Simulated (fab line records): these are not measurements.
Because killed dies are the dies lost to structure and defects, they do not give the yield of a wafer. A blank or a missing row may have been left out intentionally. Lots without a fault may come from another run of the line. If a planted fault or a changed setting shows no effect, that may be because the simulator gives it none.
8D (eight disciplines) problem report, filled in by code -- flow sky130 -- the parts of the form that need people (team, actions taken, sign-off) are left out

## 1. THE PROBLEM
cd-nm at SKY_LOCAL_INTERCONNECT_CD_MEAS_11 reads a mean of 68.9 nm on 1 wafer of 1 lot; wafers without a fault read 169.5 nm with a standard deviation of 1.5. Measured from the usual mean, that is -67 standard deviations.
The step: target cd 170 nm.
The first sign was on wafer L345.6 at day 34 08:40, on cd-sem-02. Wafers with a number at this step in the record: 39, from 13 lots. Rule for "out", or "out of limits": more than 4 standard deviations from the usual mean. All remaining wafers that have a number are taken as sound.

## 2. WHAT IT IS, AND WHAT IT ISN'T
question,is,is not
which readings at this step,cd-nm,-
which lots,L345,"L334, L335, L336, L337, L338, L341, L342, L343, L348, L352, L354, L355"
which wafers of those lots,L345.6,"L345.2, L345.3"
read on which gauges,cd-sem-02,cd-sem-01
when,from day 34 08:40,"up to then (26 sound wafers); but 12 sound wafers of L348, L352, L354, L355 came after"

## 3. WHAT RULES OUT EACH SUSPECT
Counting: a tool at a process step up to the reading stays a suspect if it ran every lot that is out. Sound lots after the first of them don't rule it out here, since some wafers of a struck lot are sound.
- the gauge at SKY_LOCAL_INTERCONNECT_CD_MEAS_11: kept. All the wafers that are out were read on cd-sem-02, and no step on other tools shows them out.
- krf-scanner-01 at SKY_LOCAL_INTERCONNECT_EXPOSE_08 (exposes mask LI1M, target cd 170 nm): kept. It processed L345, the lot that is out, at day 33 20:10, and its most recent sound lot before then was L342 at day 32 22:42.
The count leaves cd-sem-02 at SKY_LOCAL_INTERCONNECT_CD_MEAS_11 and krf-scanner-01 at SKY_LOCAL_INTERCONNECT_EXPOSE_08.

## 4. THE CAUSE (what the simulator had put in)
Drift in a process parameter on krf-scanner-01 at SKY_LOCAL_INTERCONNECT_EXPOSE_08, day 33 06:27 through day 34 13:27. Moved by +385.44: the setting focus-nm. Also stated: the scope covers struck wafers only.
This tool is one of the 2 suspects left after counting.

## 5. SEQUENCE OF EFFECTS, ordered by route
Each row: a reading where the mean over the struck wafers with a number is more than 3 standard deviations away from the usual. Only readings whose record carries a usual standard deviation are examined. hours: median over the lots of the time between each lot's start at the first step of this table that gives one and its start at this step. sigmas: the change, counted in usual standard deviations.
hours,step,reading,usual,on struck wafers,change,sigmas
0,SKY_LOCAL_INTERCONNECT_CD_MEAS_11,cd-nm,169.5 nm,68.9,-100.6,-67

## 6. HOW IT WOULD HAVE BEEN CAUGHT EARLIER
The first out-of-limits reading at a measuring or inspecting step in this record came at day 34 08:40, 26 hours after the fault's start at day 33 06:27.
No tool reading at SKY_LOCAL_INTERCONNECT_EXPOSE_08 that has a usual standard deviation in the record was out on any struck wafer, so an alarm limit of 4 standard deviations on those readings would not have fired.
By day 34 08:40, every lot that is out (1) had started SKY_LOCAL_INTERCONNECT_EXPOSE_08 on krf-scanner-01. Tool hold at that time: it would have spared none of them.
